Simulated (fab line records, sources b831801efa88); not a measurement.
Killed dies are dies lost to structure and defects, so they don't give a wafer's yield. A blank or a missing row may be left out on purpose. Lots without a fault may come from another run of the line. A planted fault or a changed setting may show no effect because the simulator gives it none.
Problem report in the 8D (eight disciplines) form, filled by code | flow gf180mcu | the parts of the form that need people (team, actions taken, sign-off) are left out

1. THE PROBLEM
overpolish_run_s at GF_V2_CMP_26 reads a mean of 0.045 s on 1 wafer of 1 lot; wafers without a fault read 15.001 s with a standard deviation of 0.009. That is -99 or more standard deviations from the usual mean.
The step: polishes, stops on SiO2, t overpolish 15 s, target thk 0 nm.
First seen on wafer L833.1, day 23 19:54, on cmp-02. The record holds 38 wafers of 13 lots with a number at this step. Rule for "out", or "out of limits": more than 4 standard deviations from the usual mean. The other wafers with a number count as sound.

2. WHAT IT IS AND WHAT IT IS NOT
question                    | is                                   | is not
which readings at this step | overpolish_run_s, time_to_endpoint_s | motor_current_A
which lots                  | L833                                 | L823, L825, L826, L828, L829, L830, L841, L842, L843, L844, L845, L846
which wafers of those lots  | L833.1                               | L833.2
read on which tools         | cmp-02                               | cmp-01
when                        | from day 23 19:54                    | up to then (19 sound wafers); but 18 sound wafers of L841, L842, L843, L844, L845, L846 came after

3. SUSPECTS, AND WHAT RULES EACH OUT
Counting: a tool at a process step up to the reading stays a suspect if it ran every lot that is out. Sound lots after the first of them don't rule it out here, since some wafers of a struck lot are sound.
- rie_diel-03 at GF_V2_ETCH_17 (etches SiO2 in C4F8/O2/Ar, stops on TiN, target depth 630 nm): kept. It ran the lot that is out, L833 (day 23 19:54); its last sound lot up to then is L830 (day 22 23:17). GF_V2_ETCH_17 gives no start for some lots, so the hours and the order of its lots are those of GF_V2_CMP_26.
- cmp-02 at GF_V2_CMP_26 (polishes, stops on SiO2, t overpolish 15 s, target thk 0 nm): kept. It ran the lot that is out, L833 (day 23 19:54); its last sound lot up to then is L830 (day 22 23:17). Its own readings are out on those wafers: overpolish_run_s, time_to_endpoint_s.
- Within rie_diel-03 at GF_V2_ETCH_17: the wafers that are out ran in chamber 0; their sound lot-mates ran in chamber 3.
- Within cmp-02 at GF_V2_CMP_26: the wafers that are out ran in chamber 0; their sound lot-mates ran in chamber 3.
Left after counting: rie_diel-03 at GF_V2_ETCH_17, cmp-02 at GF_V2_CMP_26.

4. THE CAUSE (what the simulator had put in)
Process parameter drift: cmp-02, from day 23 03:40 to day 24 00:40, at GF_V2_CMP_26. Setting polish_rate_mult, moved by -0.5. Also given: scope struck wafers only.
Counting left 2 suspects, and this tool is among them.

5. THE CHAIN OF EFFECTS, in route order
Each row: a reading whose mean over the struck wafers that have a number lies more than 3 standard deviations from the usual. Only readings for which the record gives a usual standard deviation are gone through. hours: the time from each lot's start at the first step in this table that gives one to its start at this step, as a median over the lots. sigmas: the change in usual standard deviations.
hours | step                    | reading              | usual    | on struck wafers | change  | sigmas
0     | GF_V2_CMP_26            | overpolish_run_s     | 15.001 s | 0.045            | -14.956 | -99 or more
0     | GF_V2_CMP_26            | time_to_endpoint_s   | 85 s     | 131              | +46     | +12
192   | GF_PASSIVATION_PROBE_99 | defect_limited_yield | 90.4 %   | 0.0              | -90.4   | -60
192   | GF_PASSIVATION_PROBE_99 | killed_at_M0_to_M3   | 20       | 471              | +451    | +96
192   | GF_PASSIVATION_PROBE_99 | killed_dies          | 47       | 492              | +445    | +61
192   | GF_PASSIVATION_PROBE_99 | killed_on_rim        | 9        | 96               | +87     | +26
192   | GF_PASSIVATION_PROBE_99 | sort_bin_3_pad_short | 0.46 %   | 92.89            | +92.43  | +99 or more
192   | GF_PASSIVATION_PROBE_99 | sort_n_pass          | 445      | 0                | -445    | -61
192   | GF_PASSIVATION_PROBE_99 | sort_yield_pct       | 90.4 %   | 0.0              | -90.4   | -60
The process steps in it:
- GF_V2_CMP_26: polishes, stops on SiO2, t overpolish 15 s, target thk 0 nm.
- GF_PASSIVATION_PROBE_99

6. WHAT WOULD HAVE CAUGHT IT SOONER
In this record the first reading out of limits was taken at day 23 19:54, 16 hours after the fault began at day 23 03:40.
